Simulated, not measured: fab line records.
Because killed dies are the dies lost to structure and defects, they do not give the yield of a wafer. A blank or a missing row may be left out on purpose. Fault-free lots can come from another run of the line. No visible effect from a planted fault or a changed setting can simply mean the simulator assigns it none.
Chamber matching + flow sky130 + SKY_FIELD_ISO_CMP_27 on cmp-02: 4 sister chambers
The step polishes, stops on Si3N4, t overpolish 16 s, target thk 457.8 nm. 8 wafers are shown with their chamber, then 8 later ones without.

WAFERS PAIRED WITH THEIR CHAMBERS
| wafer  | chamber | motorCurrentA (A) | timeToEndpointS (s) |
|--------|---------|-------------------|---------------------|
| L237.4 | 0       | 12.3              | 113                 |
| L243.5 | 3       | 11.3              | 113                 |
| L246.1 | 2       | 10.6              | 116                 |
| L246.4 | 0       | 12.0              | 110                 |
| L249.3 | 3       | 10.9              | 113                 |
| L249.4 | 1       | 11.9              | 119                 |
| L249.6 | 1       | 11.8              | 121                 |
| L250.3 | 2       | 10.7              | 115                 |

WAFERS MISSING THEIR CHAMBER
| wafer  | motorCurrentA (A) | timeToEndpointS (s) |
|--------|-------------------|---------------------|
| L250.4 | 13.0              | 111                 |
| L250.6 | 12.5              | 121                 |
| L252.1 | 11.0              | 114                 |
| L252.4 | 10.6              | 115                 |
| L252.6 | 11.8              | 114                 |
| L253.1 | 11.3              | 119                 |
| L253.4 | 10.9              | 114                 |
| L253.6 | 10.2              | 115                 |

EACH ONE'S CHAMBER
| wafer  | from the rows above          | in truth |
|--------|------------------------------|----------|
| L250.4 | 0                            | 0        |
| L250.6 | 1                            | 1        |
| L252.1 | can't be placed: 3 or 2      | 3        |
| L252.4 | 2                            | 2        |
| L252.6 | can't be placed: 0 or 3 or 1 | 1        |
| L253.1 | can't be placed: 1 or 2 or 3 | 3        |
| L253.4 | can't be placed: 3 or 2      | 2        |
| L253.6 | 2                            | 2        |
4 of 8 placed correctly. Not placeable from these rows: 4 (in 4, the candidates include the true chamber). Wrongly placed: 0.
How it was worked out, from the rows above alone: a wafer's distance from a chamber is the root of the sum, over the readings, of the square of ((its reading less the chamber's mean) divided by the reading's scatter). If the next closest chamber is less than 2 further off than the closest, the wafer can't be placed; otherwise it belongs to the closest. The mean given for a chamber averages the wafers shown for that chamber. The scatter is the square root of a quotient: the sum, over the shown wafers, of each reading's squared deviation from its chamber's mean, divided by wafers minus chambers.
